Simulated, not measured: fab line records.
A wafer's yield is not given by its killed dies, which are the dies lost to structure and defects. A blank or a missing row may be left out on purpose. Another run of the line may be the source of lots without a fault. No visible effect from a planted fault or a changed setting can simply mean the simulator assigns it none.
The tool behind it: which one?	flow sky130	6 lots with 18 wafers sampled at 2 steps, on a route of 708 steps

WHAT THE GAUGES READ, wafer by wafer
SKY_VIA4_BOW_MEAS_03.
lot	measured	on	VIA4_BOW (um)
L389	day 42 06:52	filmMetro-04	100 82 94
L394	day 43 13:27	filmMetro-04	76 76 73
L401	day 46 17:19	filmMetro-02	84 102 87
L407	day 46 21:44	filmMetro-01	74 84 84
L409	day 47 18:14	filmMetro-02	69 69 70
L411	day 48 02:06	filmMetro-02	72 54 71

TOOL THAT RAN EACH LOT (tool first, then ch and the chambers of the sampled wafers, then the start)
lot	SKY_METAL1_STRIP_20
L389	plasmaAsher-02 ch 0,1, day 33 05:39
L394	plasmaAsher-02 ch 0,1, day 34 16:30
L401	plasmaAsher-01 ch 0,1, day 38 08:03
L407	plasmaAsher-04 ch 0,1, day 38 16:30
L409	plasmaAsher-01 ch 0,1, day 39 12:12
L411	plasmaAsher-02 ch 0,1, day 40 03:27
- SKY_METAL1_STRIP_20: strips in O2/N2.

THE ANSWER, worked out from the rows above alone
Rule: what is usual is taken from the lots themselves. Put in order of their means at a reading, lots are off if they are a third of the lots or fewer, leave a main group of 4 or more, and stand apart from it by a gap of 3 or more times the standard deviation of the main group's means; of several such gaps the widest counts. If all means in a main group match to the digits the tables above print for the reading, that group is not used. Also off: a lot with no number at a reading for which 4 or more lots have one. All remaining lots with rows at the step are treated as sound.
Across all readings shown, no lot is off: no conclusion can be drawn from this.

WHAT THE SIMULATOR HAD INSERTED
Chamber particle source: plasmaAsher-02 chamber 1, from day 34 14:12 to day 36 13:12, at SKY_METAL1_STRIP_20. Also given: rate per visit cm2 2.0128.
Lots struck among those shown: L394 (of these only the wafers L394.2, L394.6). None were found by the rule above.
